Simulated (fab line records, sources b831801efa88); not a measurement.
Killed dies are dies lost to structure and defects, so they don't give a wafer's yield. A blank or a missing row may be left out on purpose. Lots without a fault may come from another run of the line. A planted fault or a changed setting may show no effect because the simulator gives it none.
A struck lot beside a sound one | flow sky130 | 15 steps out of a route of 708
Sound: wafers L341.2, L341.4, L341.6. Struck: wafers L353.1, L353.2, L353.3. The cause comes at the end.
At each step with rows: each side's tool, then ch and its chambers, then its first start. Under that, the readings that differ: sound wafers | struck wafers | difference of the means | sigmas: that difference in standard deviations of wafers without a fault.
alike: readings whose means differ by less than 2 such deviations, and words and numbers that are the same on both sides. not compared: withheld readings, readings that some wafer has no value for, bounds like >300 that may hide the same value, and numbers for which the record gives no deviation and whose values overlap.
The two part at a step that has a row with sigmas, a row that says differs or no value, or rows on one side only. Numbers that don't overlap but have no deviation are shown without sigmas and don't part them. A reading that every wafer of one side lacks parts them only if that side has two wafers or more.

SKY_SONOS_ONO_THK_MEAS_03:
  sound on film_metro-01, day 12 09:40; struck on film_metro-01, day 16 16:41
  reading                   | sound             | struck            | difference | sigmas
  SONOS_ONO_CVD_02_THK (nm) | 10.86 10.73 10.71 | 10.33 10.44 10.62 | -0.30      | -2
then, 1 step without rows for these wafers: SKY_SONOS_ONO_CVD_04 (deposits SiO2 from SiH4/N2O, target thk 5.7199 nm).
SKY_SONOS_ONO_THK_MEAS_05:
  sound on film_metro-04, day 12 11:08; struck on film_metro-01, day 16 18:00
  alike: SONOS_ONO_CVD_04_THK
then, 7 steps without rows for these wafers: SKY_SONOS_ONO_DEHYDRATE_06 (time 60 s); SKY_SONOS_ONO_HMDS_07 (prime time 60 s); SKY_SONOS_ONO_COAT_08 (resist thk 1140 nm); SKY_SONOS_ONO_SOFTBAKE_09 (time 60 s); SKY_SONOS_ONO_EXPOSE_10 (exposes mask ONOM, target cd 410 nm); SKY_SONOS_ONO_PEB_11; SKY_SONOS_ONO_DEVELOP_12 (develop time 60 s).
SKY_SONOS_ONO_CD_MEAS_13: target cd 410 nm.
  sound on cd_sem-01, day 13 10:23; struck on cd_sem-02, day 17 21:40
  alike: cd_nm
SKY_SONOS_ONO_OVL_MEAS_14:
  sound on overlay-01, day 13 10:29; struck on overlay-01, day 17 21:47
  alike: SONOS_ONO_OVL
SKY_SONOS_ONO_ETCH_15: etches the open film in CHF3/O2, target depth 19.52 nm, time 7.8 s.
  sound on rie_diel-03 ch 0,2,3, day 13 10:31; struck on rie_diel-04 ch 0,1,2, day 17 21:49
  reading               | sound             | struck            | difference | sigmas
  bias_w (W)            | 199.6 199.7 200.2 | 190.7 190.6 190.2 | -9.3       | -17
  oes_product_au (a.u.) | 1.018 0.988 1.012 | 0.971 0.986 0.978 | -0.028     | -2
  alike: drypump_motor_current_A, throttle_valve_pct
  not compared: rf_hours_counter_h
then, 1 step without rows for these wafers: SKY_SONOS_ONO_WET_ETCH_16 (etches SiO2 in dHF, target depth 14 nm, time 280 s).
-- the record jumps here: 32 days lie between the struck wafers' starts before and after (it left off in module SONOS_ONO and takes up again in module PAD_OPEN, whose first step shown is number 708 of the route) --
SKY_PAD_OPEN_PROBE_99:
  sound on prober-01, day 46 04:21; struck on prober-01, day 49 20:29
  alike: killed_at_M0_to_M3, killed_at_M4_up, killed_at_contacts, killed_at_front_end, killed_at_other, killed_dies, killed_open, killed_short

WHERE THEY PART
First at SKY_SONOS_ONO_THK_MEAS_03; last, within this record, at SKY_SONOS_ONO_ETCH_15. Later steps at which nothing parts them and some readings are alike: SKY_PAD_OPEN_PROBE_99.

WHY: what the simulator had put in
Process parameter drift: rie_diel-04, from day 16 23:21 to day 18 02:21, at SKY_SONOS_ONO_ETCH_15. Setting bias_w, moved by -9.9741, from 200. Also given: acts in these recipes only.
